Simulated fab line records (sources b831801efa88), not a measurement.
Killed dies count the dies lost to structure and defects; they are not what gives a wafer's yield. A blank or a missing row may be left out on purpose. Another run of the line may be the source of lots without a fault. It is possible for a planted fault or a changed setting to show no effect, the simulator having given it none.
fab line records	flow sky130
record: lots: 24	wafers: 72	lastDay: 50
route steps=708 shown VIA2@530 VIA3@587 VIA4@656 METAL5@667 PASSIVATION@681
lots untouched by any fault: they come from a run of this same line in which no faults occurred
startH: the number of hours between the record's first day and the start of the first shown wafer of the lot	waitH: how many hours have passed since the lot's step before this one	" same as the row above	L1.1+2: a row that stands for several wafers	- no value, or no start given	* or withheld: withheld	< > ~ a bound
route shown NAME@n: names a module that has steps shown in the file, with the first one's number in the route	usual: mean and standard deviation over wafers with no fault	same: alike in all rows	chamber/n: place in a boat	sites: readings site by site	_std_site: standard deviation across them	_edge_site: inner sites' mean taken away from outer sites' mean	radiusMm: for every site, how far away it sits from the centre of the wafer	mask NAME#n: copy n	behind: the tool/chamber that last shaped the wafer	hold: why the lot was held/for how many hours/how that ended	device: whichever transistor did not switch (one of n, p or np)	end of line: the tests these same wafers got at the end of their route	a step with no rows: only its recipe	killed: count of dies lost to structure and defects at first sort (not the wafer's yield)	map: a wafer's dies, marking killed ones x, the rest . and places with no die _
set.NAME: the setting as run; set.NAME@STEP: as run at that earlier step	model.NAME: the simulator's own value behind a step, which no gauge read
one table for each step of the route and one row for each wafer, over a sample of lots
services: when a tool's chamber went out of use (startH, in hours from the record's first day, below 0 if earlier), for how many hours, and the reason
== steps ==
step: SKY_VIA2_THK_MEAS_23
recipe: thkMeasGauge: xrf	reads: W_of_VIA2_CVD_21
usual: VIA2_W_THK: 420/5.8
lot.wafer	tool	chamber	startH	waitH	VIA2_W_THK[nm]
L074.1	filmMetro-02	-	843.40	0.1	422
L074.3	"	-	"	"	423
L074.4	"	-	"	"	423
L075.1	filmMetro-04	-	846.70	0.1	426
L075.3	"	-	"	"	417
L075.4	"	-	"	"	423
L076.3	filmMetro-04	-	865.83	0.1	423
L076.4	"	-	"	"	426
L076.6	"	-	"	"	431
L077.1	filmMetro-04	-	868.25	0.1	416
L077.5	"	-	"	"	427
L077.6	"	-	"	"	413
L078.1	filmMetro-04	-	883.01	0.1	418
L078.4	"	-	"	"	420
L078.5	"	-	"	"	421
L079.1	filmMetro-02	-	897.15	0.1	414
L079.4	"	-	"	"	411
L079.5	"	-	"	"	416
L080.4	filmMetro-03	-	897.75	0.1	425
L080.5	"	-	"	"	430
L080.6	"	-	"	"	426
L081.1	filmMetro-02	-	900.00	0.1	420
L081.2	"	-	"	"	419
L081.3	"	-	"	"	418
L082.1	filmMetro-02	-	904.32	0.1	412
L082.3	"	-	"	"	415
L082.6	"	-	"	"	407
L083.1	filmMetro-03	-	916.26	0.1	421
L083.2	"	-	"	"	427
L083.6	"	-	"	"	427
L084.1	filmMetro-04	-	917.40	0.1	417
L084.3	"	-	"	"	424
L084.4	"	-	"	"	422
L085.4	filmMetro-04	-	926.20	0.1	423
L085.5	"	-	"	"	415
L085.6	"	-	"	"	425
L086.1	filmMetro-04	-	935.99	0.1	419
L086.3	"	-	"	"	416
L086.6	"	-	"	"	420
L087.1	filmMetro-03	-	943.21	0.1	428
L087.2	"	-	"	"	423
L087.6	"	-	"	"	428
L088.2	filmMetro-02	-	946.80	0.1	414
L088.3	"	-	"	"	418
L088.5	"	-	"	"	421
L089.1	filmMetro-03	-	956.16	0.1	417
L089.2	"	-	"	"	426
L089.6	"	-	"	"	428
L090.1	filmMetro-03	-	964.65	0.1	421
L090.3	"	-	"	"	421
L090.6	"	-	"	"	415
L091.3	filmMetro-03	-	974.92	0.1	419
L091.4	"	-	"	"	417
L091.5	"	-	"	"	414
L092.2	filmMetro-03	-	991.77	0.1	426
L092.3	"	-	"	"	430
L092.5	"	-	"	"	423
L093.1	filmMetro-04	-	993.25	0.1	418
L093.2	"	-	"	"	417
L093.3	"	-	"	"	424
L095.1	filmMetro-03	-	994.56	0.1	421
L095.2	"	-	"	"	418
L095.4	"	-	"	"	417
L094.2	filmMetro-03	-	997.24	0.1	415
L094.4	"	-	"	"	420
L094.6	"	-	"	"	425
L096.1	filmMetro-03	-	1001.66	0.1	424
L096.4	"	-	"	"	434
L096.5	"	-	"	"	430
L097.1	filmMetro-02	-	1009.26	0.1	410
L097.4	"	-	"	"	412
L097.6	"	-	"	"	411
step: SKY_VIA3_ETCH_14
recipe: chemistry: N2/H2	target: BARC	ionEnergyEv: 200	sourceW: 500	biasW: 100	pressureMtorr: 30	n2FlowSccm: 100	h2FlowSccm: 200	stopOn: SiO2	timeS: 45.9	targetDepthA: 600
usual: biasW: 100.05/0.29	drypumpMotorCurrentA: 6.01/0.28	oesProductAu: 0.855/0.0042	throttleValvePct: 13.225/0.0083
lot.wafer	tool	chamber	startH	waitH	biasW	drypumpMotorCurrentA	oesProductAu	rfHoursCounterH	throttleValvePct
L074.1	rieDiel-02	3	923.39	0.0	100.03	6.49	0.852	10	13.228
L074.3	"	0	"	"	100.25	5.73	0.852	12	13.228
L074.4	"	1	"	"	99.60	5.78	0.856	6	13.232
L075.1	rieDiel-01	3	926.56	0.0	100.29	6.21	0.854	11	13.226
L075.3	"	2	"	"	100.06	5.60	0.854	17	13.227
L075.4	"	0	"	"	100.51	5.66	0.856	-	13.223
L076.3	rieDiel-03	0	943.76	0.0	100.33	5.84	0.851	3	13.218
L076.4	"	1	"	"	100.27	6.20	0.851	17	13.232
L076.6	"	0	"	"	99.72	5.88	0.858	-	13.210
L077.1	rieDiel-03	0	946.36	0.0	100.16	5.86	0.858	3	13.228
L077.5	"	0	"	"	100.48	5.84	0.864	-	13.220
L077.6	"	3	"	"	99.87	6.00	0.847	-	13.231
L078.1	rieDiel-03	3	960.51	0.0	100.22	6.00	0.855	25	13.229
L078.4	"	0	"	"	99.88	5.83	0.862	3	13.228
L078.5	"	2	"	"	100.35	6.38	0.852	-	13.224
L079.1	rieDiel-01	0	974.26	0.0	100.01	5.66	0.859	13	13.212
L079.4	"	2	"	"	100.19	5.56	0.851	18	13.231
L079.5	"	1	"	"	100.45	6.15	0.854	-	13.214
L080.4	rieDiel-03	1	974.66	0.0	100.29	6.20	0.862	18	13.215
L080.5	"	2	"	"	100.01	6.36	0.847	-	13.227
L080.6	"	3	"	"	99.78	6.01	0.855	-	13.226
L081.1	rieDiel-03	1	977.48	0.0	100.27	6.19	0.851	18	13.221
L081.2	"	3	"	"	100.50	6.00	0.850	26	13.230
L081.3	"	0	"	"	100.11	5.82	0.844	4	13.236
L082.1	rieDiel-03	3	980.36	0.0	99.40	6.05	0.855	26	13.214
L082.3	"	1	"	"	100.03	6.21	0.854	18	13.232
L082.6	"	0	"	"	100.20	5.82	0.849	-	13.218
L083.1	rieDiel-01	2	990.96	0.0	100.21	5.59	0.857	19	13.231
L083.2	"	1	"	"	99.93	6.18	0.851	11	13.214
L083.6	"	2	"	"	100.04	5.59	0.860	-	13.226
L084.1	rieDiel-03	0	993.06	0.0	100.30	5.83	0.856	4	13.213
L084.3	"	3	"	"	99.84	5.99	0.855	26	13.221
L084.4	"	2	"	"	100.06	6.43	0.850	23	13.230
L085.4	rieDiel-03	3	1002.14	0.0	100.15	6.00	0.846	26	13.215
L085.5	"	2	"	"	99.74	6.39	0.851	-	13.213
L085.6	"	1	"	"	99.86	6.21	0.857	-	13.221
L086.1	rieDiel-03	0	1009.56	0.0	100.60	5.86	0.854	5	13.217
L086.3	"	2	"	"	100.14	6.39	0.859	24	13.229
L086.6	"	3	"	"	100.31	6.04	0.853	-	13.225
L087.1	rieDiel-01	1	1016.96	0.0	100.36	6.15	0.856	12	13.216
L087.2	"	3	"	"	99.89	6.21	0.848	13	13.225
L087.6	"	1	"	"	100.12	6.15	0.854	-	13.217
L088.2	rieDiel-01	1	1021.01	0.0	100.00	6.14	0.855	12	13.229
L088.3	"	0	"	"	100.15	5.65	0.853	14	13.229
L088.5	"	2	"	"	100.07	5.51	0.853	-	13.218
L089.1	rieDiel-01	0	1029.44	0.0	99.92	5.66	0.855	14	13.215
L089.2	"	1	"	"	100.34	6.14	0.858	13	13.221
L089.6	"	2	"	"	100.16	5.56	0.862	-	13.233
L090.1	rieDiel-02	2	1038.61	0.0	100.26	5.83	0.857	25	13.231
L090.3	"	3	"	"	99.46	6.48	0.854	14	13.244
L090.6	"	0	"	"	100.27	5.71	0.852	-	13.241
L091.3	rieDiel-02	3	1047.64	0.0	100.12	6.50	0.853	14	13.237
L091.4	"	1	"	"	100.50	5.81	0.858	9	13.220
L091.5	"	1	"	"	100.41	5.79	0.859	-	13.233
L092.2	rieDiel-02	1	1062.31	0.0	99.57	5.79	0.850	9	13.219
L092.3	"	2	"	"	99.91	5.82	0.855	25	13.215
L092.5	"	3	"	"	99.56	6.48	0.858	-	13.215
L093.1	rieDiel-03	0	1062.86	0.0	100.24	5.85	0.857	7	13.236
L093.2	"	3	"	"	99.61	5.98	0.856	29	13.219
L093.3	"	2	"	"	99.63	6.39	0.852	26	13.215
L095.1	rieDiel-03	1	1065.56	0.0	99.93	6.18	0.856	21	13.218
L095.2	"	2	"	"	99.48	6.37	0.855	26	13.228
L095.4	"	3	"	"	100.84	6.02	0.859	29	13.225
L094.2	rieDiel-03	3	1067.19	0.0	100.35	6.03	0.855	29	13.222
L094.4	"	1	"	"	99.85	6.17	0.847	21	13.230
L094.6	"	1	"	"	100.45	6.18	0.848	-	13.236
L096.1	rieDiel-02	2	1071.71	0.0	100.06	5.84	0.865	26	13.205
L096.4	"	1	"	"	100.11	5.82	0.857	10	13.216
L096.5	"	0	"	"	99.77	5.68	0.850	-	13.233
L097.1	rieDiel-02	2	1077.59	0.0	100.40	5.83	0.860	26	13.243
L097.4	"	3	"	"	99.73	6.50	0.860	15	13.223
L097.6	"	1	"	"	100.08	5.80	0.851	-	13.224
step: SKY_VIA4_SPUTTER_17
recipe: material: TiN	targetThkNm: 20	chamberPressurePa: 5	powerW: 4000	timeS: 80
usual: throttleValvePct: 29.7/0.97
lot.wafer	tool	chamber	startH	waitH	throttleValvePct
L074.1	pvdSputter-01	-	1000.88	0.0	29.4
L074.3	"	-	"	"	29.5
L074.4	"	-	"	"	30.0
L075.1	pvdSputter-01	-	1002.68	0.0	29.2
L075.3	"	-	"	"	29.6
L075.4	"	-	"	"	29.9
L076.3	pvdSputter-02	-	1019.00	0.0	30.3
L076.4	"	-	"	"	29.6
L076.6	"	-	"	"	28.3
L077.1	pvdSputter-03	-	1021.92	0.0	28.8
L077.5	"	-	"	"	28.7
L077.6	"	-	"	"	29.5
L078.1	pvdSputter-02	-	1033.13	0.0	30.5
L078.4	"	-	"	"	29.0
L078.5	"	-	"	"	28.8
L079.1	pvdSputter-01	-	1047.51	0.0	29.7
L079.4	"	-	"	"	29.4
L079.5	"	-	"	"	29.4
L080.4	pvdSputter-03	-	1048.52	0.0	29.2
L080.5	"	-	"	"	31.7
L080.6	"	-	"	"	29.0
L081.1	pvdSputter-02	-	1051.78	0.0	30.4
L081.2	"	-	"	"	28.8
L081.3	"	-	"	"	28.5
L082.1	pvdSputter-03	-	1054.13	0.0	31.9
L082.3	"	-	"	"	29.6
L082.6	"	-	"	"	32.1
L083.1	pvdSputter-03	-	1063.09	0.0	31.8
L083.2	"	-	"	"	29.7
L083.6	"	-	"	"	29.1
L084.1	pvdSputter-03	-	1065.57	0.0	29.4
L084.3	"	-	"	"	28.9
L084.4	"	-	"	"	29.4
L085.4	pvdSputter-03	-	1073.36	0.0	29.3
L085.5	"	-	"	"	32.1
L085.6	"	-	"	"	29.5
L086.1	pvdSputter-03	-	1078.43	0.0	31.9
L086.3	"	-	"	"	29.4
L086.6	"	-	"	"	32.1
L087.1	pvdSputter-01	-	1086.48	0.0	29.3
L087.2	"	-	"	"	30.1
L087.6	"	-	"	"	29.4
L088.2	pvdSputter-03	-	1091.08	0.0	29.6
L088.3	"	-	"	"	29.3
L088.5	"	-	"	"	31.9
L089.1	pvdSputter-03	-	1099.14	0.0	29.7
L089.2	"	-	"	"	29.8
L089.6	"	-	"	"	29.4
L090.1	pvdSputter-03	-	1105.59	0.0	29.4
L090.3	"	-	"	"	28.9
L090.6	"	-	"	"	31.9
L091.3	pvdSputter-02	-	1114.42	0.0	28.3
L091.4	"	-	"	"	29.0
L091.5	"	-	"	"	28.4
L093.1	pvdSputter-01	-	1129.49	0.0	29.7
L093.2	"	-	"	"	29.7
L093.3	"	-	"	"	29.4
L092.2	pvdSputter-02	-	1129.76	0.0	28.3
L092.3	"	-	"	"	29.3
L092.5	"	-	"	"	29.6
L095.1	pvdSputter-03	-	1130.06	0.0	31.9
L095.2	"	-	"	"	29.6
L095.4	"	-	"	"	29.4
L094.2	pvdSputter-02	-	1130.36	0.0	29.6
L094.4	"	-	"	"	28.6
L094.6	"	-	"	"	28.9
L096.1	pvdSputter-01	-	1137.27	0.0	29.8
L096.4	"	-	"	"	29.5
L096.5	"	-	"	"	29.7
L097.1	pvdSputter-01	-	1141.79	0.0	29.8
L097.4	"	-	"	"	30.0
L097.6	"	-	"	"	29.4
step: SKY_VIA4_CMP_21
recipe: stopOn: SiO2	tOverpolishS: 25	downForcePsi: 3.5	platenRpm: 60	targetThkNm: 0	padVelocityMS: 0.94248
usual: headPressurePsi: 3.500/0.0077	motorCurrentA: 11.8/0.83	overpolishRunS: 25.000/0.008	slurryFilterDpKPa: 13.50/0.13	timeToEndpointS: 121/4.6
lot.wafer	tool	chamber	startH	waitH	headPressurePsi	motorCurrentA	overpolishRunS	slurryFilterDpKPa	timeToEndpointS
L074.1	cmp-01	1	1001.27	0.1	3.504	12.8	25.017	13.67	122
L074.3	"	2	"	"	3.489	11.4	25.007	13.60	128
L074.4	"	3	"	"	3.503	11.5	25.005	13.35	123
L075.3	cmp-02	3	1003.07	0.0	3.498	13.1	24.996	13.59	119
L075.1	"	0	"	"	3.492	11.5	25.010	13.63	115
L075.4	"	1	"	"	3.498	10.5	24.983	13.25	118
L076.3	cmp-02	1	1019.49	0.1	3.506	10.6	25.011	13.35	121
L076.4	"	2	"	"	3.500	11.9	24.993	13.37	117
L076.6	"	3	"	"	3.507	12.8	25.001	13.63	113
L077.1	cmp-01	0	1022.43	0.2	3.496	13.2	24.995	13.84	119
L077.5	"	3	"	"	3.511	11.5	24.990	13.43	118
L077.6	"	0	"	"	3.495	12.9	25.003	13.64	121
L078.1	cmp-02	2	1033.53	0.1	3.489	12.0	24.986	13.51	121
L078.4	"	0	"	"	3.524	11.2	25.003	13.55	119
L078.5	"	3	"	"	3.498	12.1	25.006	13.43	120
L079.1	cmp-02	0	1048.10	0.3	3.492	10.9	25.008	13.54	123
L079.4	"	2	"	"	3.508	12.2	24.992	13.74	127
L079.5	"	0	"	"	3.500	11.0	24.986	13.47	124
L080.4	cmp-02	2	1048.93	0.1	3.495	11.6	25.009	13.46	128
L080.6	"	1	"	"	3.507	10.4	25.005	13.70	131
L080.5	"	2	"	"	3.497	12.1	24.997	13.47	125
L081.2	cmp-02	2	1052.23	0.1	3.488	11.8	24.990	13.31	121
L081.1	"	3	"	"	3.497	12.1	25.007	13.69	120
L081.3	"	0	"	"	3.488	10.7	24.993	13.39	125
L082.1	cmp-02	2	1054.52	0.1	3.493	11.6	25.014	13.31	117
L082.3	"	3	"	"	3.489	12.0	25.010	13.35	116
L082.6	"	2	"	"	3.492	12.2	25.009	13.39	118
L083.1	cmp-02	2	1063.48	0.1	3.501	11.7	24.997	13.56	123
L083.2	"	0	"	"	3.498	10.9	24.998	13.45	117
L083.6	"	3	"	"	3.504	12.4	25.001	13.51	118
L084.4	cmp-01	1	1066.01	0.1	3.496	12.4	25.008	13.44	125
L084.1	"	2	"	"	3.505	11.3	25.011	13.70	133
L084.3	"	3	"	"	3.507	11.4	25.011	13.68	120
L085.4	cmp-01	2	1073.75	0.0	3.507	11.3	25.000	13.52	123
L085.5	"	2	"	"	3.514	11.1	25.000	13.33	123
L085.6	"	3	"	"	3.519	11.6	24.991	13.47	111
L086.3	cmp-02	1	1078.83	0.0	3.493	9.9	24.994	13.51	122
L086.1	"	2	"	"	3.505	11.8	24.988	13.54	117
L086.6	"	1	"	"	3.502	10.4	24.999	13.56	121
L087.2	cmp-02	3	1086.93	0.1	3.511	12.7	24.996	13.62	122
L087.1	"	0	"	"	3.482	11.2	24.997	13.84	119
L087.6	"	2	"	"	3.499	11.4	25.002	13.51	123
L088.3	cmp-01	3	1091.47	0.0	3.495	11.2	25.001	13.51	118
L088.2	"	0	"	"	3.498	12.7	24.992	13.60	114
L088.5	"	0	"	"	3.510	13.4	24.995	13.32	113
L089.2	cmp-01	3	1099.63	0.1	3.495	11.2	25.005	13.42	117
L089.1	"	0	"	"	3.508	13.3	24.998	13.25	123
L089.6	"	1	"	"	3.509	12.4	24.989	13.38	122
L090.1	cmp-02	0	1105.99	0.1	3.495	10.7	25.004	13.46	120
L090.3	"	1	"	"	3.500	10.0	25.020	13.67	131
L090.6	"	1	"	"	3.497	11.2	25.003	13.53	126
L091.3	cmp-01	1	1114.81	0.0	3.506	12.6	24.996	13.64	118
L091.4	"	2	"	"	3.514	11.3	25.009	13.72	127
L091.5	"	1	"	"	3.494	12.1	25.004	13.43	119
L093.3	cmp-01	3	1129.93	0.1	3.497	11.1	25.002	13.62	113
L093.2	"	0	"	"	3.505	13.1	24.993	13.44	119
L093.1	"	1	"	"	3.496	12.9	25.001	13.59	124
L092.2	cmp-02	1	1130.15	0.0	3.495	11.0	24.994	13.56	121
L092.3	"	3	"	"	3.511	12.3	24.998	13.45	119
L092.5	"	1	"	"	3.509	11.0	25.017	13.25	124
L095.1	cmp-01	3	1130.51	0.1	3.483	11.9	25.007	13.47	122
L095.2	"	0	"	"	3.504	12.7	25.006	13.55	127
L095.4	"	2	"	"	3.504	11.5	24.998	13.34	133
L094.2	cmp-02	3	1130.75	0.0	3.497	12.6	24.993	13.49	116
L094.4	"	1	"	"	3.486	11.0	25.004	13.49	119
L094.6	"	3	"	"	3.500	12.4	24.995	13.44	113
L096.1	cmp-01	0	1137.72	0.1	3.492	13.1	25.006	13.26	118
L096.4	"	1	"	"	3.502	12.2	24.993	13.41	116
L096.5	"	0	"	"	3.505	12.8	25.007	13.52	120
L097.1	cmp-02	2	1142.23	0.1	3.498	12.0	24.986	13.71	123
L097.4	"	0	"	"	3.510	10.8	25.004	13.51	121
L097.6	"	1	"	"	3.508	10.5	25.008	13.31	124
step: SKY_METAL5_THK_MEAS_06
recipe: thkMeasGauge: xrf	reads: AlCu_of_METAL5_SPUTTER_02
usual: METAL5_ALCU_THK: 1151/14
lot.wafer	tool	chamber	startH	waitH	METAL5_ALCU_THK[nm]
L074.1	filmMetro-01	-	1001.86	0.1	1140
L074.3	"	-	"	"	1129
L074.4	"	-	"	"	1132
L075.1	filmMetro-01	-	1003.66	0.1	1144
L075.3	"	-	"	"	1142
L075.4	"	-	"	"	1126
L076.3	filmMetro-04	-	1020.00	0.1	1151
L076.4	"	-	"	"	1145
L076.6	"	-	"	"	1144
L077.1	filmMetro-03	-	1022.96	0.1	1135
L077.5	"	-	"	"	1152
L077.6	"	-	"	"	1153
L078.1	filmMetro-03	-	1034.11	0.1	1139
L078.4	"	-	"	"	1152
L078.5	"	-	"	"	1143
L079.1	filmMetro-04	-	1048.69	0.1	1163
L079.4	"	-	"	"	1160
L079.5	"	-	"	"	1157
L080.4	filmMetro-01	-	1049.49	0.1	1146
L080.5	"	-	"	"	1143
L080.6	"	-	"	"	1144
L081.1	filmMetro-04	-	1052.76	0.1	1125
L081.2	"	-	"	"	1148
L081.3	"	-	"	"	1140
L082.1	filmMetro-03	-	1055.11	0.1	1144
L082.3	"	-	"	"	1135
L082.6	"	-	"	"	1123
L083.1	filmMetro-03	-	1064.07	0.1	1170
L083.2	"	-	"	"	1159
L083.6	"	-	"	"	1159
L084.1	filmMetro-03	-	1066.55	0.1	1161
L084.3	"	-	"	"	1158
L084.4	"	-	"	"	1169
L085.4	filmMetro-04	-	1074.37	0.1	1137
L085.5	"	-	"	"	1157
L085.6	"	-	"	"	1148
L086.1	filmMetro-03	-	1079.41	0.1	1155
L086.3	"	-	"	"	1155
L086.6	"	-	"	"	1163
L087.1	filmMetro-03	-	1087.46	0.1	1138
L087.2	"	-	"	"	1157
L087.6	"	-	"	"	1157
L088.2	filmMetro-03	-	1092.07	0.1	1162
L088.3	"	-	"	"	1152
L088.5	"	-	"	"	1154
L089.1	filmMetro-03	-	1100.14	0.1	1154
L089.2	"	-	"	"	1154
L089.6	"	-	"	"	1161
L090.1	filmMetro-03	-	1106.57	0.1	1152
L090.3	"	-	"	"	1176
L090.6	"	-	"	"	1145
L091.3	filmMetro-01	-	1115.42	0.1	1156
L091.4	"	-	"	"	1150
L091.5	"	-	"	"	1143
L093.1	filmMetro-03	-	1130.46	0.1	1166
L093.2	"	-	"	"	1158
L093.3	"	-	"	"	1177
L092.2	filmMetro-01	-	1130.75	0.1	1156
L092.3	"	-	"	"	1156
L092.5	"	-	"	"	1141
L095.1	filmMetro-01	-	1131.10	0.1	1141
L095.2	"	-	"	"	1114
L095.4	"	-	"	"	1125
L094.2	filmMetro-04	-	1131.35	0.1	1140
L094.4	"	-	"	"	1135
L094.6	"	-	"	"	1149
L096.1	filmMetro-03	-	1138.25	0.1	1178
L096.4	"	-	"	"	1172
L096.5	"	-	"	"	1147
L097.1	filmMetro-04	-	1142.77	0.1	1163
L097.4	"	-	"	"	1158
L097.6	"	-	"	"	1158
step: SKY_PASSIVATION_CVD_00
recipe: material: SiO2	targetThkNm: 90	tempC: 400	timeS: withheld	rfW: 600
usual: heaterPowerW: 647/81
lot.wafer	tool	chamber	startH	waitH	heaterPowerW
L074.1	pecvd-01	1	1025.28	0.0	536
L074.3	"	2	"	"	621
L074.4	"	1	"	"	552
L075.1	pecvd-02	2	1026.99	0.0	753
L075.3	"	0	"	"	754
L075.4	"	2	"	"	756
L076.3	pecvd-04	0	1043.53	0.0	718
L076.4	"	2	"	"	605
L076.6	"	2	"	"	631
L077.1	pecvd-04	2	1046.24	0.0	764
L077.5	"	0	"	"	738
L077.6	"	2	"	"	765
L078.1	pecvd-01	2	1055.94	0.0	572
L078.4	"	2	"	"	581
L078.5	"	0	"	"	608
L079.1	pecvd-01	0	1070.90	0.0	598
L079.4	"	2	"	"	647
L079.5	"	0	"	"	609
L080.4	pecvd-04	1	1072.07	0.0	602
L080.5	"	0	"	"	671
L080.6	"	2	"	"	740
L081.1	pecvd-04	0	1074.91	0.0	674
L081.2	"	1	"	"	556
L081.3	"	2	"	"	743
L082.1	pecvd-01	1	1077.11	0.0	580
L082.3	"	2	"	"	657
L082.6	"	2	"	"	670
L083.1	pecvd-01	0	1085.58	0.0	533
L083.2	"	1	"	"	567
L083.6	"	1	"	"	566
L084.1	pecvd-02	0	1087.57	0.0	766
L084.3	"	1	"	"	680
L084.4	"	0	"	"	741
L085.4	pecvd-04	2	1095.97	0.0	685
L085.5	"	1	"	"	577
L085.6	"	0	"	"	734
L086.1	pecvd-04	1	1100.65	0.0	573
L086.3	"	0	"	"	758
L086.6	"	1	"	"	588
L087.1	pecvd-02	0	1108.46	0.0	770
L087.2	"	2	"	"	641
L087.6	"	2	"	"	665
L088.2	pecvd-04	0	1112.67	0.0	667
L088.3	"	2	"	"	726
L088.5	"	2	"	"	750
L089.1	pecvd-04	0	1121.01	0.0	685
L089.2	"	1	"	"	679
L089.6	"	2	"	"	694
L090.1	pecvd-01	2	1126.03	0.0	519
L090.3	"	1	"	"	608
L090.6	"	2	"	"	517
L091.3	pecvd-02	0	1135.23	0.0	671
L091.4	"	0	"	"	692
L091.5	"	1	"	"	568
L093.1	pecvd-02	1	1148.18	0.0	650
L093.2	"	2	"	"	779
L093.3	"	0	"	"	715
L092.2	pecvd-01	1	1149.20	0.0	548
L092.3	"	2	"	"	653
L092.5	"	0	"	"	529
L095.1	pecvd-04	2	1149.50	0.0	659
L095.2	"	1	"	"	639
L095.4	"	1	"	"	638
L094.2	pecvd-02	1	1150.60	0.0	622
L094.4	"	2	"	"	749
L094.6	"	1	"	"	638
L096.1	pecvd-01	2	1156.76	0.0	571
L096.4	"	2	"	"	565
L096.5	"	1	"	"	601
L097.1	pecvd-01	0	1161.00	0.0	540
L097.4	"	0	"	"	546
L097.6	"	2	"	"	651
== services ==
tool	chamber	startH	hours	kind
cmp-02	-	903.01	2.6	repair
rieDiel-03	0	903.62	5.7	repair
cmp-01	-	905.74	0.8	repair
cmp-02	-	912.00	4.0	pm
rieDiel-03	3	925.51	4.9	repair
rieDiel-03	2	925.74	4.4	repair
cmp-02	-	932.15	3.4	repair
rieDiel-03	3	948.16	7.0	repair
rieDiel-03	-	952.17	8.2	repair
pecvd-04	1	953.73	17.1	repair
pvdSputter-03	-	965.85	3.1	repair
pvdSputter-03	-	998.68	1.3	repair
cmp-01	-	1013.92	2.5	repair
rieDiel-03	2	1016.50	4.0	repair
cmp-02	-	1018.50	0.5	repair
rieDiel-03	1	1037.33	15.0	repair
pvdSputter-03	-	1050.67	1.0	repair
cmp-01	-	1051.35	5.8	pm
cmp-01	-	1084.00	4.0	pm
rieDiel-03	0	1092.17	6.4	repair
cmp-02	-	1119.93	4.3	pm
rieDiel-03	2	1147.49	2.6	repair
cmp-02	-	1152.23	2.5	repair
cmp-02	-	1159.05	1.7	repair
== key ==
fault none
